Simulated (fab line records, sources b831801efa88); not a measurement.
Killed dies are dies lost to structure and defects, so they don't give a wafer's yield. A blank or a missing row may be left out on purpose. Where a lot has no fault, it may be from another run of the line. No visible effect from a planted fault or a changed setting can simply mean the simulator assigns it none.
Which tool is to blame? || flow sky130 || 12 lots with 36 wafers sampled at 4 steps, on a route of 708 steps

== WHAT THE GAUGES READ, wafer by wafer ==
SKY_LI_CONTACT_THK_MEAS_01. Usual: LI_CONTACT_HDPCVD_THK 929 nm, standard deviation 9.2.
{"lot": "L842", "measured": "day 29 06:49", "on": "film-metro-02", "LI_CONTACT_HDPCVD_THK (nm)": "930 953 944", "flag": ""}
{"lot": "L841", "measured": "day 29 07:22", "on": "film-metro-02", "LI_CONTACT_HDPCVD_THK (nm)": "936 936 939", "flag": ""}
{"lot": "L843", "measured": "day 29 18:53", "on": "film-metro-02", "LI_CONTACT_HDPCVD_THK (nm)": "914 912 928", "flag": ""}
{"lot": "L844", "measured": "day 29 21:47", "on": "film-metro-03", "LI_CONTACT_HDPCVD_THK (nm)": "906 915 925", "flag": ""}
{"lot": "L845", "measured": "day 30 05:28", "on": "film-metro-03", "LI_CONTACT_HDPCVD_THK (nm)": "929 942 938", "flag": ""}
{"lot": "L846", "measured": "day 30 16:14", "on": "film-metro-04", "LI_CONTACT_HDPCVD_THK (nm)": "925 926 915", "flag": ""}
{"lot": "L847", "measured": "day 30 22:54", "on": "film-metro-02", "LI_CONTACT_HDPCVD_THK (nm)": "927 924 928", "flag": ""}
{"lot": "L848", "measured": "day 31 07:04", "on": "film-metro-04", "LI_CONTACT_HDPCVD_THK (nm)": "915 921 921", "flag": ""}
{"lot": "L849", "measured": "day 31 10:47", "on": "film-metro-04", "LI_CONTACT_HDPCVD_THK (nm)": "922 928 931", "flag": ""}
{"lot": "L850", "measured": "day 31 13:14", "on": "film-metro-02", "LI_CONTACT_HDPCVD_THK (nm)": "927 926 936", "flag": ""}
{"lot": "L854", "measured": "day 33 04:27", "on": "film-metro-02", "LI_CONTACT_HDPCVD_THK (nm)": "924 733 938", "flag": "OFF"}
{"lot": "L863", "measured": "day 35 19:49", "on": "film-metro-03", "LI_CONTACT_HDPCVD_THK (nm)": "927 931 930", "flag": ""}

SKY_LI_CONTACT_CD_MEAS_12: the cd target is 170 nm. Usual: 170.5 nm for cd-nm, sd 1.5.
{"lot": "L842", "measured": "day 30 11:57", "on": "cd-sem-02", "cd-nm (nm)": "174.1 173.4 172.0", "flag": ""}
{"lot": "L841", "measured": "day 30 12:24", "on": "cd-sem-02", "cd-nm (nm)": "168.4 170.2 169.5", "flag": ""}
{"lot": "L843", "measured": "day 30 22:52", "on": "cd-sem-02", "cd-nm (nm)": "171.2 171.1 172.1", "flag": ""}
{"lot": "L844", "measured": "day 31 01:52", "on": "cd-sem-01", "cd-nm (nm)": "171.3 170.7 170.9", "flag": ""}
{"lot": "L845", "measured": "day 31 10:07", "on": "cd-sem-01", "cd-nm (nm)": "167.5 169.0 168.7", "flag": ""}
{"lot": "L846", "measured": "day 31 20:53", "on": "cd-sem-02", "cd-nm (nm)": "173.6 172.6 171.7", "flag": ""}
{"lot": "L847", "measured": "day 32 03:15", "on": "cd-sem-01", "cd-nm (nm)": "170.2 169.1 170.9", "flag": ""}
{"lot": "L848", "measured": "day 32 10:47", "on": "cd-sem-02", "cd-nm (nm)": "170.8 170.1 169.3", "flag": ""}
{"lot": "L849", "measured": "day 32 15:51", "on": "cd-sem-02", "cd-nm (nm)": "169.5 169.5 170.2", "flag": ""}
{"lot": "L850", "measured": "day 32 17:34", "on": "cd-sem-02", "cd-nm (nm)": "169.2 170.1 169.6", "flag": ""}
{"lot": "L854", "measured": "day 34 08:19", "on": "cd-sem-01", "cd-nm (nm)": "170.3 168.0 169.3", "flag": ""}
{"lot": "L863", "measured": "day 36 23:16", "on": "cd-sem-02", "cd-nm (nm)": "170.6 169.5 169.1", "flag": ""}

== TOOL THAT RAN EACH LOT (tool first, then ch and the chambers of the sampled wafers, then the start) ==
{"lot": "L842", "SKY_LI_CONTACT_HDPCVD_00": "hdpcvd-02 ch 0,1,2, day 29 06:43", "SKY_LI_CONTACT_CMP_02": "cmp-01 ch 0,2, day 29 06:56"}
{"lot": "L841", "SKY_LI_CONTACT_HDPCVD_00": "hdpcvd-02 ch 1,2, day 29 07:16", "SKY_LI_CONTACT_CMP_02": "cmp-02 ch 0,2,3, day 29 07:32"}
{"lot": "L843", "SKY_LI_CONTACT_HDPCVD_00": "hdpcvd-02 ch 0,2, day 29 18:46", "SKY_LI_CONTACT_CMP_02": "cmp-01 ch 0,1, day 29 18:59"}
{"lot": "L844", "SKY_LI_CONTACT_HDPCVD_00": "hdpcvd-02 ch 0,1,2, day 29 21:40", "SKY_LI_CONTACT_CMP_02": "cmp-02 ch 0,1,3, day 29 21:56"}
{"lot": "L845", "SKY_LI_CONTACT_HDPCVD_00": "hdpcvd-02 ch 0,2, day 30 05:21", "SKY_LI_CONTACT_CMP_02": "cmp-01 ch 1,2, day 30 05:34"}
{"lot": "L846", "SKY_LI_CONTACT_HDPCVD_00": "hdpcvd-02 ch 1,2, day 30 16:07", "SKY_LI_CONTACT_CMP_02": "cmp-02 ch 0,2,3, day 30 16:23"}
{"lot": "L847", "SKY_LI_CONTACT_HDPCVD_00": "hdpcvd-02 ch 1,2, day 30 22:48", "SKY_LI_CONTACT_CMP_02": "cmp-02 ch 1,2,3, day 30 23:01"}
{"lot": "L848", "SKY_LI_CONTACT_HDPCVD_00": "hdpcvd-02 ch 0,1, day 31 06:58", "SKY_LI_CONTACT_CMP_02": "cmp-02 ch 1,3, day 31 07:08"}
{"lot": "L849", "SKY_LI_CONTACT_HDPCVD_00": "hdpcvd-01 ch 0,1,2, day 31 10:40", "SKY_LI_CONTACT_CMP_02": "cmp-02 ch 0,2,3, day 31 10:56"}
{"lot": "L850", "SKY_LI_CONTACT_HDPCVD_00": "hdpcvd-02 ch 0,1, day 31 13:07", "SKY_LI_CONTACT_CMP_02": "cmp-02 ch 0,1, day 31 13:17"}
{"lot": "L854", "SKY_LI_CONTACT_HDPCVD_00": "hdpcvd-02 ch 0,1, day 33 04:20", "SKY_LI_CONTACT_CMP_02": "cmp-02 ch 0,2,3, day 33 04:36"}
{"lot": "L863", "SKY_LI_CONTACT_HDPCVD_00": "hdpcvd-01 ch 1,2, day 35 19:42", "SKY_LI_CONTACT_CMP_02": "cmp-02 ch 1,2,3, day 35 19:58"}
- SKY_LI_CONTACT_HDPCVD_00: deposits PSG, target thk 930 nm, time 155 s.
- SKY_LI_CONTACT_CMP_02: polishes PSG.

== WHAT THE TOOLS THEMSELVES READ (means of the sampled wafers that have a number; where no wafer has one, the mark that the record gives instead) ==
SKY_LI_CONTACT_HDPCVD_00. Usual: 60.02 sccm for sih4-flow-sccm, sd 0.18.
{"lot": "L842", "tool": "hdpcvd-02", "sih4-flow-sccm (sccm)": 59.83, "flag": ""}
{"lot": "L841", "tool": "hdpcvd-02", "sih4-flow-sccm (sccm)": 59.64, "flag": ""}
{"lot": "L843", "tool": "hdpcvd-02", "sih4-flow-sccm (sccm)": 59.96, "flag": ""}
{"lot": "L844", "tool": "hdpcvd-02", "sih4-flow-sccm (sccm)": 60.00, "flag": ""}
{"lot": "L845", "tool": "hdpcvd-02", "sih4-flow-sccm (sccm)": 60.10, "flag": ""}
{"lot": "L846", "tool": "hdpcvd-02", "sih4-flow-sccm (sccm)": 60.11, "flag": ""}
{"lot": "L847", "tool": "hdpcvd-02", "sih4-flow-sccm (sccm)": 59.97, "flag": ""}
{"lot": "L848", "tool": "hdpcvd-02", "sih4-flow-sccm (sccm)": 59.94, "flag": ""}
{"lot": "L849", "tool": "hdpcvd-01", "sih4-flow-sccm (sccm)": 60.01, "flag": ""}
{"lot": "L850", "tool": "hdpcvd-02", "sih4-flow-sccm (sccm)": 60.21, "flag": ""}
{"lot": "L854", "tool": "hdpcvd-02", "sih4-flow-sccm (sccm)": 56.00, "flag": "OFF"}
{"lot": "L863", "tool": "hdpcvd-01", "sih4-flow-sccm (sccm)": 60.03, "flag": ""}

SKY_LI_CONTACT_CMP_02. Usual: motor-current-A 12.5 A, standard deviation 1.3; slurry-filter-dp-kPa 13.50 kPa, standard deviation 0.14; time-to-endpoint-s 31.8 s, standard deviation 2.7.
{"lot": "L842", "tool": "cmp-01", "motor-current-A (A)": 13.1, "slurry-filter-dp-kPa (kPa)": 13.42, "time-to-endpoint-s (s)": 36.0, "flag": ""}
{"lot": "L841", "tool": "cmp-02", "motor-current-A (A)": 11.6, "slurry-filter-dp-kPa (kPa)": 13.37, "time-to-endpoint-s (s)": 32.4, "flag": ""}
{"lot": "L843", "tool": "cmp-01", "motor-current-A (A)": 14.3, "slurry-filter-dp-kPa (kPa)": 13.38, "time-to-endpoint-s (s)": 31.2, "flag": ""}
{"lot": "L844", "tool": "cmp-02", "motor-current-A (A)": 12.6, "slurry-filter-dp-kPa (kPa)": 13.56, "time-to-endpoint-s (s)": 31.4, "flag": ""}
{"lot": "L845", "tool": "cmp-01", "motor-current-A (A)": 13.3, "slurry-filter-dp-kPa (kPa)": 13.36, "time-to-endpoint-s (s)": 31.1, "flag": ""}
{"lot": "L846", "tool": "cmp-02", "motor-current-A (A)": 12.0, "slurry-filter-dp-kPa (kPa)": 13.50, "time-to-endpoint-s (s)": 32.7, "flag": ""}
{"lot": "L847", "tool": "cmp-02", "motor-current-A (A)": 11.7, "slurry-filter-dp-kPa (kPa)": 13.38, "time-to-endpoint-s (s)": 31.5, "flag": ""}
{"lot": "L848", "tool": "cmp-02", "motor-current-A (A)": 11.6, "slurry-filter-dp-kPa (kPa)": 13.69, "time-to-endpoint-s (s)": 30.2, "flag": ""}
{"lot": "L849", "tool": "cmp-02", "motor-current-A (A)": 12.0, "slurry-filter-dp-kPa (kPa)": 13.39, "time-to-endpoint-s (s)": 30.9, "flag": ""}
{"lot": "L850", "tool": "cmp-02", "motor-current-A (A)": 13.1, "slurry-filter-dp-kPa (kPa)": 13.35, "time-to-endpoint-s (s)": 34.0, "flag": ""}
{"lot": "L854", "tool": "cmp-02", "motor-current-A (A)": 12.1, "slurry-filter-dp-kPa (kPa)": 13.40, "time-to-endpoint-s (s)": 25.6, "flag": ""}
{"lot": "L863", "tool": "cmp-02", "motor-current-A (A)": 11.6, "slurry-filter-dp-kPa (kPa)": 13.54, "time-to-endpoint-s (s)": 33.4, "flag": ""}

== THE ANSWER, worked out from the rows above alone ==
Rule: a lot counts as off when the mean over its wafers that have a number is more than 3 standard deviations away from the usual mean. Also off: a lot with no number at a reading for which 4 or more lots have one. All remaining lots with rows at the step are treated as sound. First the gauges in route order, then the tools' own readings, where a lot's mean is used as printed above. At the first step where some lot is off, the reading lying furthest off is the one used; lots without a number count as furthest.
Off: L854, at SKY_LI_CONTACT_THK_MEAS_01 (LI_CONTACT_HDPCVD_THK).
A tool fits if, at a process step before that reading, it ran every lot that is off, and no sound lot after the first of them. The gauges at SKY_LI_CONTACT_THK_MEAS_01 aren't tried: what is off there is off at SKY_LI_CONTACT_HDPCVD_00 too, on other tools, and a gauge's error can't cause that. One fits: SKY_LI_CONTACT_HDPCVD_00 on hdpcvd-02. Its last sound lot is L850 (day 31 13:07), its first lot that is off L854 (day 33 04:20): a fault that began between those two fits.
The tool's own readings at SKY_LI_CONTACT_HDPCVD_00 bear it out: on the lots that are off they differ by more than 5 times the standard deviation of the sound lots' means. sih4-flow-sccm reads 56.00 sccm there against 59.98 sccm on the sound lots.

== WHAT THE SIMULATOR HAD INSERTED ==
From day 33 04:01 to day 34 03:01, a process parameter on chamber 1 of hdpcvd-02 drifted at SKY_LI_CONTACT_HDPCVD_00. From 60, the setting sih4-flow-sccm moved by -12. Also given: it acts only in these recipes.
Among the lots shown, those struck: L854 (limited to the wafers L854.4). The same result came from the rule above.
